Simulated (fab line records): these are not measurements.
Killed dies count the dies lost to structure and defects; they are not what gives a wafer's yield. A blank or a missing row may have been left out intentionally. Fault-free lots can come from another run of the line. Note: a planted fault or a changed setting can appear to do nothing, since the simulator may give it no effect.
fab line records | flow sky130
[record] lots = 13 | wafers = 37 | last_day = 51
route steps=708 shown VIA3@588 METAL4@626 PAD_OPEN@708
lots with no fault: from the same line, run without faults
start_h: hours from the record's opening day to when the first of the lot's shown wafers began | wait_h: hours from the lot's prior step to this one | " as in the row above | L1.1+2: one row covering several wafers at once | - no value, or no start was given | * or withheld: withheld | < > ~ a bound
route shown NAME@n: a module of which the file shows steps, and the number in the route of the first | usual: mean/standard deviation of fault-free wafers | same: alike in all rows | chamber/n: place in a boat | sites: per-site readings | _std_site: their standard deviation | _edge_site: the outer-site mean with the inner-site mean subtracted | radius_mm: for every site, how far away it sits from the centre of the wafer | mask NAME#n: copy n | behind: the last tool/chamber to shape the wafer | hold: the reason the lot was held/the length of the hold in hours/how it ended | device: the transistor (n, p or np) that didn't switch | end of line: the route-end tests of the same wafers | a step without rows: its recipe alone | killed: dies lost to structure and defects at the first sort, not the wafer's yield | map: per-die view of a wafer (x killed, . not killed, _ where there is no die)
set.NAME: the setting as run; set.NAME@STEP: as run at that earlier step | model.NAME: the simulator's own value behind a step, which no gauge read
one table for each step of the route and one row for each wafer, over a sample of lots
services: from which hour (start_h, from the record's first day; less than 0 if before it) a tool's chamber was out of use, for how many hours, and why
[[steps]]
[step SKY_VIA3_ETCH_15]
[recipe] target = SiO2 | chemistry = C4F8/O2/Ar | target_depth_nm = 507 | stop_on = TiN | mask_material = KrF-thick | source_w = 1500 | bias_w = 1200 | pressure_mtorr = 40 | c4f8_flow_sccm = withheld | O2_flow_sccm = 6 | Ar_flow_sccm = 300 | time_s = 78
[usual] oes_product_au = 0.945/0.0046
lot.wafer | tool        | chamber | start_h | wait_h | oes_product_au | rf_hours_counter_h
L209.2    | rie_diel-01 | 0       | 952.57  | 0.0    | 0.948          | 4
L209.3    | "           | 2       | "       | "      | 0.939          | 18
L209.4    | "           | 1       | "       | "      | 0.953          | 18
L210.1    | rie_diel-02 | 1       | 965.37  | 0.0    | 0.950          | 11
L210.4    | "           | 3       | "       | "      | 0.941          | 7
L210.6    | "           | 1       | "       | "      | 0.946          | -
L212.1    | rie_diel-02 | 1       | 980.64  | 0.0    | 0.949          | 12
L212.4    | "           | 3       | "       | "      | 0.952          | 7
L212.6    | "           | 2       | "       | "      | 0.942          | -
L217.2    | rie_diel-01 | 2       | 1003.99 | 0.0    | 0.938          | 19
L217.3    | "           | 3       | "       | "      | 0.949          | 12
L219.2    | rie_diel-03 | 1       | 1019.91 | 0.0    | 0.951          | 9
L219.3    | "           | 0       | "       | "      | 0.945          | 26
L219.5    | "           | 1       | "       | "      | 0.952          | -
L220.2    | rie_diel-01 | 3       | 1028.53 | 0.0    | 0.957          | 13
L220.4    | "           | 0       | "       | "      | 0.948          | 6
L221.1    | rie_diel-02 | 1       | 1033.58 | 0.0    | 0.950          | 14
L221.2    | "           | 3       | "       | "      | 0.954          | 9
L221.4    | "           | 2       | "       | "      | 0.950          | 21
L222.1    | rie_diel-03 | 0       | 1043.28 | 0.0    | 0.941          | 27
L222.2    | "           | 2       | "       | "      | 0.944          | 14
L222.3    | "           | 3       | "       | "      | 0.934          | 8
L225.2    | rie_diel-02 | 0       | 1057.44 | 0.0    | 0.947          | 25
L225.3    | "           | 3       | "       | "      | 0.941          | 10
L225.4    | "           | 2       | "       | "      | 0.944          | 21
L226.3    | rie_diel-01 | 1       | 1068.01 | 0.0    | 0.945          | 22
L226.5    | "           | 2       | "       | "      | 0.940          | -
L226.6    | "           | 1       | "       | "      | 0.949          | -
L228.4    | rie_diel-02 | 3       | 1080.83 | 0.0    | 0.940          | 10
L228.5    | "           | 3       | "       | "      | 0.946          | -
L228.6    | "           | 0       | "       | "      | 0.940          | -
L229.3    | rie_diel-02 | 1       | 1082.78 | 0.0    | 0.941          | 15
L229.4    | "           | 2       | "       | "      | 0.946          | 22
L229.5    | "           | 0       | "       | "      | 0.946          | -
L232.3    | rie_diel-03 | 3       | 1094.09 | 0.0    | 0.943          | 10
L232.4    | "           | 1       | "       | "      | 0.952          | -
L232.6    | "           | 2       | "       | "      | 0.943          | -
[step SKY_VIA3_SPUTTER_20]
[recipe] material = TiN | target_thk_nm = 20 | chamber_pressure_pa = 5 | power_w = 4000 | time_s = 80
[usual] throttle_valve_pct = 30.0/1.1
lot.wafer | tool           | chamber | start_h | wait_h | throttle_valve_pct
L209.2    | pvd_sputter-02 | -       | 953.27  | 0.0    | 30.9
L209.3    | "              | -       | "       | "      | 29.2
L209.4    | "              | -       | "       | "      | 29.7
L210.1    | pvd_sputter-03 | -       | 966.03  | 0.0    | 30.5
L210.4    | "              | -       | "       | "      | 28.9
L210.6    | "              | -       | "       | "      | 28.8
L212.1    | pvd_sputter-02 | -       | 981.30  | 0.0    | 31.0
L212.4    | "              | -       | "       | "      | 29.2
L212.6    | "              | -       | "       | "      | 30.6
L217.2    | pvd_sputter-03 | -       | 1004.64 | 0.0    | 30.1
L217.3    | "              | -       | "       | "      | 28.3
L219.2    | pvd_sputter-02 | -       | 1020.57 | 0.0    | 28.9
L219.3    | "              | -       | "       | "      | 28.9
L219.5    | "              | -       | "       | "      | 29.1
L220.2    | pvd_sputter-01 | -       | 1029.21 | 0.0    | 31.2
L220.4    | "              | -       | "       | "      | 31.6
L221.1    | pvd_sputter-03 | -       | 1034.23 | 0.0    | 31.0
L221.2    | "              | -       | "       | "      | 30.1
L221.4    | "              | -       | "       | "      | 27.9
L222.1    | pvd_sputter-03 | -       | 1043.93 | 0.0    | 31.0
L222.2    | "              | -       | "       | "      | 29.1
L222.3    | "              | -       | "       | "      | 28.4
L225.2    | pvd_sputter-01 | -       | 1058.09 | 0.0    | 31.4
L225.3    | "              | -       | "       | "      | 32.0
L225.4    | "              | -       | "       | "      | 30.9
L226.3    | pvd_sputter-01 | -       | 1068.67 | 0.0    | 31.6
L226.5    | "              | -       | "       | "      | 32.0
L226.6    | "              | -       | "       | "      | 31.3
L228.4    | pvd_sputter-01 | -       | 1081.48 | 0.0    | 32.0
L228.5    | "              | -       | "       | "      | 31.3
L228.6    | "              | -       | "       | "      | 32.0
L229.3    | pvd_sputter-02 | -       | 1083.43 | 0.0    | 29.9
L229.4    | "              | -       | "       | "      | 29.0
L229.5    | "              | -       | "       | "      | 28.8
L232.3    | pvd_sputter-03 | -       | 1094.75 | 0.0    | 30.8
L232.4    | "              | -       | "       | "      | 28.8
L232.6    | "              | -       | "       | "      | 29.8
[step SKY_METAL4_EXPOSE_10]
[recipe] mask_id = MM4 | na = 0.68 | source_shape = annular | sigma_inner = 0.4 | sigma_outer = 0.8 | target_cd_nm = 300 | dose_mj = 28
lot.wafer  | tool           | chamber | start_h | wait_h | mask
L209.2+3+4 | krf_scanner-01 | 0       | 992.31  | -      | MM4#0
L210.1+4+6 | krf_scanner-02 | 0       | 1005.04 | -      | MM4#0
L212.1+4+6 | krf_scanner-01 | 0       | 1019.37 | -      | MM4#0
L217.2+3   | krf_scanner-01 | 0       | 1041.91 | -      | MM4#0
L219.2+3+5 | krf_scanner-01 | 0       | 1057.04 | -      | MM4#0
L220.2+4   | krf_scanner-01 | 0       | 1065.31 | -      | MM4#0
L221.1+2+4 | krf_scanner-02 | 0       | 1070.24 | -      | MM4#0
L222.1+2+3 | krf_scanner-02 | 0       | 1078.27 | -      | MM4#0
L225.2+3+4 | krf_scanner-02 | 0       | 1093.04 | -      | MM4#0
L226.3+5+6 | krf_scanner-02 | 0       | 1102.80 | -      | MM4#0
L228.4+5+6 | krf_scanner-02 | 0       | 1115.90 | -      | MM4#0
L229.3+4+5 | krf_scanner-02 | 0       | 1116.85 | -      | MM4#0
L232.3+4+6 | krf_scanner-01 | 0       | 1127.86 | -      | MM4#0
[step SKY_METAL4_CD_MEAS_13]
[recipe] target_cd_nm = 300
[usual] cd_nm = 299.6/1.2
lot.wafer | tool      | chamber | start_h | wait_h | cd_nm
L209.2    | cd_sem-01 | -       | 1004.14 | -      | 298.5
L209.3    | "         | -       | "       | "      | 299.1
L209.4    | "         | -       | "       | "      | 298.7
L210.1    | cd_sem-01 | -       | 1016.84 | -      | 298.8
L210.4    | "         | -       | "       | "      | 297.5
L210.6    | "         | -       | "       | "      | 298.7
L212.1    | cd_sem-02 | -       | 1030.72 | -      | 299.4
L212.4    | "         | -       | "       | "      | 299.8
L212.6    | "         | -       | "       | "      | 300.5
L217.2    | cd_sem-02 | -       | 1052.86 | -      | 287.8
L217.3    | "         | -       | "       | "      | 299.0
L219.2    | cd_sem-01 | -       | 1068.16 | -      | 287.3
L219.3    | "         | -       | "       | "      | 299.8
L219.5    | "         | -       | "       | "      | 299.2
L220.2    | cd_sem-01 | -       | 1075.89 | -      | 285.9
L220.4    | "         | -       | "       | "      | 297.5
L221.1    | cd_sem-02 | -       | 1080.44 | -      | 301.9
L221.2    | "         | -       | "       | "      | 300.9
L221.4    | "         | -       | "       | "      | 302.7
L222.1    | cd_sem-02 | -       | 1088.87 | -      | 299.2
L222.2    | "         | -       | "       | "      | 301.0
L222.3    | "         | -       | "       | "      | 300.9
L225.2    | cd_sem-01 | -       | 1102.71 | -      | 299.8
L225.3    | "         | -       | "       | "      | 299.1
L225.4    | "         | -       | "       | "      | 298.9
L226.3    | cd_sem-02 | -       | 1113.43 | -      | 297.8
L226.5    | "         | -       | "       | "      | 298.4
L226.6    | "         | -       | "       | "      | 298.7
L228.4    | cd_sem-02 | -       | 1125.80 | -      | 298.6
L228.5    | "         | -       | "       | "      | 298.5
L228.6    | "         | -       | "       | "      | 298.8
L229.3    | cd_sem-02 | -       | 1127.01 | -      | 299.0
L229.4    | "         | -       | "       | "      | 298.3
L229.5    | "         | -       | "       | "      | 298.9
L232.3    | cd_sem-02 | -       | 1137.88 | -      | 297.9
L232.4    | "         | -       | "       | "      | 298.5
L232.6    | "         | -       | "       | "      | 297.7
[step SKY_METAL4_OVL_MEAS_14]
[usual] METAL4_OVL = 2/4.6
lot.wafer | tool       | chamber | start_h | wait_h | METAL4_OVL[nm]
L209.2    | overlay-01 | -       | 1004.24 | 0.1    | 4
L209.3    | "          | -       | "       | "      | 8
L209.4    | "          | -       | "       | "      | -3
L210.1    | overlay-02 | -       | 1016.96 | 0.1    | 7
L210.4    | "          | -       | "       | "      | 1
L210.6    | "          | -       | "       | "      | 4
L212.1    | overlay-01 | -       | 1030.84 | 0.1    | 0
L212.4    | "          | -       | "       | "      | 1
L212.6    | "          | -       | "       | "      | -4
L217.2    | overlay-01 | -       | 1052.97 | 0.1    | 6
L217.3    | "          | -       | "       | "      | -4
L219.2    | overlay-02 | -       | 1068.27 | 0.1    | -7
L219.3    | "          | -       | "       | "      | 2
L219.5    | "          | -       | "       | "      | 4
L220.2    | overlay-01 | -       | 1075.99 | 0.1    | 4
L220.4    | "          | -       | "       | "      | 7
L221.1    | overlay-02 | -       | 1080.56 | 0.1    | 4
L221.2    | "          | -       | "       | "      | 5
L221.4    | "          | -       | "       | "      | 0
L222.1    | overlay-01 | -       | 1088.99 | 0.1    | 3
L222.2    | "          | -       | "       | "      | 4
L222.3    | "          | -       | "       | "      | -3
L225.2    | overlay-01 | -       | 1102.82 | 0.1    | -4
L225.3    | "          | -       | "       | "      | -5
L225.4    | "          | -       | "       | "      | 1
L226.3    | overlay-01 | -       | 1113.52 | 0.1    | -3
L226.5    | "          | -       | "       | "      | -1
L226.6    | "          | -       | "       | "      | -1
L228.4    | overlay-01 | -       | 1125.87 | 0.1    | 2
L228.5    | "          | -       | "       | "      | -2
L228.6    | "          | -       | "       | "      | -5
L229.3    | overlay-01 | -       | 1127.10 | 0.1    | 3
L229.4    | "          | -       | "       | "      | 5
L229.5    | "          | -       | "       | "      | -1
L232.3    | overlay-01 | -       | 1137.98 | 0.1    | 6
L232.4    | "          | -       | "       | "      | 5
L232.6    | "          | -       | "       | "      | 5
[step SKY_PAD_OPEN_PROBE_99]
[usual] defect_limited_yield = 82.7/1.9 | killed_at_M0_to_M3 = 44/7.2 | killed_at_M4_up = 2.9/1.8 | killed_at_contacts = 24/5.2 | killed_at_front_end = 15/4 | killed_at_other = 0.2/0.49 | killed_dies = 85/9.1 | killed_on_rim = 17/3.7 | killed_open = 47/6.8 | killed_short = 38/5.7 | sort_bin_3_pad_short = 0.9/0.44 | sort_bin_5_function = 10.3/1.4 | sort_bin_6_memory = 6.2/1.1 | sort_n_pass = 407/9.1 | sort_yield_pct = 82.7/1.9
[same] gross_dies = 492 | killed_at_back_side = 0 | sort_bin_4_leakage[%] = 0 | sort_bin_8_speed[%] = 0
lot.wafer | tool      | chamber | start_h | wait_h | defect_limited_yield[%] | killed_at_M0_to_M3 | killed_at_M4_up | killed_at_contacts | killed_at_front_end | killed_at_other | killed_dies | killed_on_rim | killed_open | killed_short | sort_bin_3_pad_short[%] | sort_bin_5_function[%] | sort_bin_6_memory[%] | sort_n_pass | sort_yield_pct[%]
L209.2    | prober-02 | -       | 1101.24 | 0.1    | 82.9                    | 41                 | 5               | 24                 | 14                  | 0               | 84          | 22            | 50          | 34           | 0.4                     | 12.2                   | 4.5                  | 408         | 82.9
L209.3    | prober-02 | -       | 1101.29 | 0.2    | 80.9                    | 44                 | 2               | 26                 | 22                  | 0               | 94          | 17            | 61          | 33           | 0.4                     | 12.4                   | 6.3                  | 398         | 80.9
L209.4    | prober-02 | -       | 1101.34 | 0.2    | 83.3                    | 35                 | 3               | 29                 | 15                  | 0               | 82          | 20            | 46          | 36           | 1.2                     | 10.6                   | 4.9                  | 410         | 83.3
L212.1    | prober-01 | -       | 1124.14 | 0.1    | 82.3                    | 41                 | 2               | 31                 | 13                  | 0               | 87          | 16            | 45          | 42           | 1.2                     | 9.6                    | 6.9                  | 405         | 82.3
L212.4    | prober-01 | -       | 1124.29 | 0.2    | 82.5                    | 46                 | 1               | 23                 | 15                  | 1               | 86          | 19            | 46          | 40           | 0.4                     | 11.2                   | 5.9                  | 406         | 82.5
L212.6    | prober-01 | -       | 1124.39 | 0.2    | 78.7                    | 62                 | 1               | 34                 | 8                   | 0               | 105         | 21            | 57          | 48           | 0.8                     | 12.0                   | 8.5                  | 387         | 78.7
L219.2    | prober-02 | -       | 1156.89 | 0.1    | 79.3                    | 51                 | 2               | 28                 | 21                  | 0               | 102         | 22            | 64          | 38           | 0.6                     | 12.2                   | 7.9                  | 390         | 79.3
L219.3    | prober-02 | -       | 1156.94 | 0.2    | 80.7                    | 49                 | 1               | 30                 | 14                  | 1               | 95          | 16            | 59          | 36           | 1.0                     | 12.4                   | 5.9                  | 397         | 80.7
L219.5    | prober-02 | -       | 1157.04 | 0.2    | 83.1                    | 41                 | 5               | 18                 | 17                  | 2               | 83          | 15            | 36          | 47           | 0.6                     | 10.2                   | 6.1                  | 409         | 83.1
L225.2    | prober-02 | -       | 1186.62 | 0.1    | 79.7                    | 47                 | 3               | 37                 | 13                  | 0               | 100         | 25            | 59          | 41           | 1.0                     | 12.2                   | 7.1                  | 392         | 79.7
L225.3    | prober-02 | -       | 1186.67 | 0.2    | 81.9                    | 41                 | 5               | 27                 | 16                  | 0               | 89          | 17            | 49          | 40           | 0.8                     | 11.8                   | 5.5                  | 403         | 81.9
L225.4    | prober-02 | -       | 1186.72 | 0.2    | 82.3                    | 43                 | 2               | 30                 | 12                  | 0               | 87          | 18            | 48          | 39           | 1.4                     | 9.3                    | 6.9                  | 405         | 82.3
L232.3    | prober-01 | -       | 1213.88 | 0.2    | 80.7                    | 42                 | 3               | 31                 | 19                  | 0               | 95          | 19            | 54          | 41           | 1.2                     | 10.8                   | 7.3                  | 397         | 80.7
L232.4    | prober-01 | -       | 1213.93 | 0.2    | 83.7                    | 34                 | 3               | 21                 | 22                  | 0               | 80          | 12            | 36          | 44           | 1.8                     | 8.7                    | 5.7                  | 412         | 83.7
L232.6    | prober-01 | -       | 1214.03 | 0.2    | 84.8                    | 39                 | 2               | 23                 | 11                  | 0               | 75          | 13            | 38          | 37           | 1.0                     | 10.4                   | 3.9                  | 417         | 84.8
// killed by level:class
L209.2 VIA2:geometric_particle:open=11 LI_CONTACT:geometric_particle:open=9 FIELD_ISO:geometric_particle:short=7 VIA1:geometric_particle:open=7 VIA3:geometric_particle:open=7 CONTACT:geometric_particle:short=6 POLY_GATE:geometric_particle:open=4 CONTACT:geometric_particle:open=4
L209.3 VIA1:geometric_particle:open=17 CONTACT:geometric_particle:open=12 VIA2:geometric_particle:open=8 VIA1:geometric_particle:short=6 LI_CONTACT:geometric_particle:open=6 FIELD_ISO:geometric_particle:short=5 METAL1:geometric_particle:short=5 FIELD_ISO:geometric_particle:open=4
L209.4 LI_CONTACT:geometric_particle:open=14 VIA1:geometric_particle:open=10 VIA1:geometric_particle:short=7 VIA2:geometric_particle:open=7 CONTACT:geometric_particle:open=6 FIELD_ISO:geometric_particle:short=5 LOCAL_INTERCONNECT:geometric_particle:short=5 FIELD_ISO:geometric_particle:open=3
L212.1 CONTACT:geometric_particle:open=10 LI_CONTACT:geometric_particle:open=9 VIA1:geometric_particle:open=9 VIA1:geometric_particle:short=7 VIA2:geometric_particle:open=7 METAL1:geometric_particle:short=5 LOCAL_INTERCONNECT:geometric_particle:short=5 METAL2:geometric_particle:short=5
L212.4 CONTACT:geometric_particle:open=9 VIA2:geometric_particle:open=9 VIA1:geometric_particle:open=6 VIA1:geometric_particle:short=6 POLY_GATE:geometric_particle:open=5 METAL2:geometric_particle:short=5 VIA3:geometric_particle:open=4 POLY_GATE:geometric_particle:short=4
L212.6 VIA1:geometric_particle:open=19 CONTACT:geometric_particle:open=13 METAL2:geometric_particle:short=10 VIA1:geometric_particle:short=10 LI_CONTACT:geometric_particle:open=8 CONTACT:geometric_particle:short=7 VIA2:geometric_particle:open=6 LI_CONTACT:geometric_particle:short=5
L219.2 CONTACT:geometric_particle:open=14 VIA2:geometric_particle:open=9 VIA3:geometric_particle:open=9 VIA1:geometric_particle:short=8 POLY_GATE:geometric_particle:short=7 LI_CONTACT:geometric_particle:open=7 VIA1:geometric_particle:open=7 METAL1:geometric_particle:short=5
L219.3 CONTACT:geometric_particle:open=17 VIA1:geometric_particle:open=16 VIA3:geometric_particle:open=8 VIA1:geometric_particle:short=6 METAL1:geometric_particle:short=5 METAL2:geometric_particle:short=5 POLY_GATE:geometric_particle:short=4 POLY_GATE:geometric_particle:open=4
L219.5 VIA1:geometric_particle:open=9 VIA1:geometric_particle:short=8 VIA3:geometric_particle:open=7 LOCAL_INTERCONNECT:geometric_particle:short=6 METAL1:geometric_particle:short=6 POLY_GATE:geometric_particle:short=5 CONTACT:geometric_particle:short=4 POLY_GATE:geometric_particle:open=3
L225.2 CONTACT:geometric_particle:open=12 VIA1:geometric_particle:open=12 LI_CONTACT:geometric_particle:open=10 VIA2:geometric_particle:open=8 METAL2:geometric_particle:short=8 CONTACT:geometric_particle:short=6 FIELD_ISO:geometric_particle:open=5 LOCAL_INTERCONNECT:geometric_particle:short=4
L225.3 CONTACT:geometric_particle:open=14 LI_CONTACT:geometric_particle:open=9 VIA1:geometric_particle:open=9 VIA1:geometric_particle:short=6 VIA3:geometric_particle:open=5 METAL1:geometric_particle:short=4 METAL2:geometric_particle:short=4 VIA2:geometric_particle:short=4
L225.4 CONTACT:geometric_particle:open=9 VIA3:geometric_particle:open=9 LI_CONTACT:geometric_particle:open=7 CONTACT:geometric_particle:short=7 VIA1:geometric_particle:open=7 METAL1:geometric_particle:short=6 LOCAL_INTERCONNECT:geometric_particle:short=5 VIA1:geometric_particle:short=5
L232.3 CONTACT:geometric_particle:open=11 VIA2:geometric_particle:open=10 LI_CONTACT:geometric_particle:open=7 VIA1:geometric_particle:open=7 POLY_GATE:geometric_particle:open=6 FIELD_ISO:geometric_particle:short=5 LOCAL_INTERCONNECT:geometric_particle:short=5 VIA1:geometric_particle:short=5
L232.4 VIA1:geometric_particle:open=7 POLY_GATE:geometric_particle:open=7 CONTACT:geometric_particle:open=7 METAL2:geometric_particle:short=6 POLY_GATE:geometric_particle:short=5 VIA1:geometric_particle:short=5 FIELD_ISO:geometric_particle:short=4 CONTACT:geometric_particle:short=4
L232.6 CONTACT:geometric_particle:open=10 VIA3:geometric_particle:open=10 METAL2:geometric_particle:short=7 VIA1:geometric_particle:short=6 FIELD_ISO:geometric_particle:open=4 LOCAL_INTERCONNECT:geometric_particle:short=4 METAL1:geometric_particle:short=4 VIA2:geometric_particle:open=4
[[services]]
tool           | chamber | start_h | hours | kind
rie_diel-02    | -       | 933.12  | 15.6  | pm
krf_scanner-02 | -       | 935.20  | 0.8   | pm
rie_diel-03    | -       | 937.15  | 0.2   | repair
krf_scanner-02 | -       | 951.09  | 1.3   | pm
pvd_sputter-01 | -       | 962.29  | 24.6  | repair
rie_diel-03    | 0       | 964.81  | 14.7  | repair
rie_diel-02    | -       | 975.92  | 2.8   | pm
krf_scanner-01 | -       | 984.09  | 0.4   | repair
pvd_sputter-03 | -       | 987.38  | 2.8   | repair
rie_diel-02    | 3       | 991.73  | 4.1   | repair
krf_scanner-02 | -       | 995.14  | 1.0   | pm
rie_diel-01    | -       | 1010.53 | 2.8   | pm
krf_scanner-01 | -       | 1020.38 | 3.6   | pm
rie_diel-03    | 0       | 1028.73 | 6.4   | repair
rie_diel-03    | 2       | 1031.79 | 5.6   | repair
krf_scanner-01 | -       | 1052.26 | 1.0   | pm
krf_scanner-01 | -       | 1054.11 | 1.3   | pm
krf_scanner-01 | -       | 1058.85 | 0.8   | pm
rie_diel-02    | -       | 1065.08 | 0.6   | repair
krf_scanner-02 | -       | 1066.72 | 3.3   | repair
pvd_sputter-03 | -       | 1072.49 | 4.3   | repair
krf_scanner-02 | -       | 1104.00 | 0.8   | pm
pvd_sputter-03 | -       | 1117.44 | 4.0   | repair
krf_scanner-02 | -       | 1127.01 | 1.3   | pm
[[key]]
[first_sign] step = SKY_METAL4_CD_MEAS_13 | reading = cd_nm | direction = down | sigmas = 10 | usual = 299.6 | struck = 287.0
effect none on later readings
met_at SKY_METAL4_EXPOSE_10
struck_lots L217,L219,L220
struck_wafers L217.2,L219.2,L220.2
not_acting_at SKY_VIA3_ETCH_15,SKY_VIA3_SPUTTER_20,SKY_METAL4_OVL_MEAS_14
onset_between 1019.37 1041.91
[fault] kind = process_parameter_drift | tool = krf_scanner-01 | chamber = - | onset_h = 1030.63 | steps = SKY_METAL4_EXPOSE_10 | channel = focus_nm | offset = 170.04 | shape = step | end_h = 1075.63 | scope = struck_wafers_only
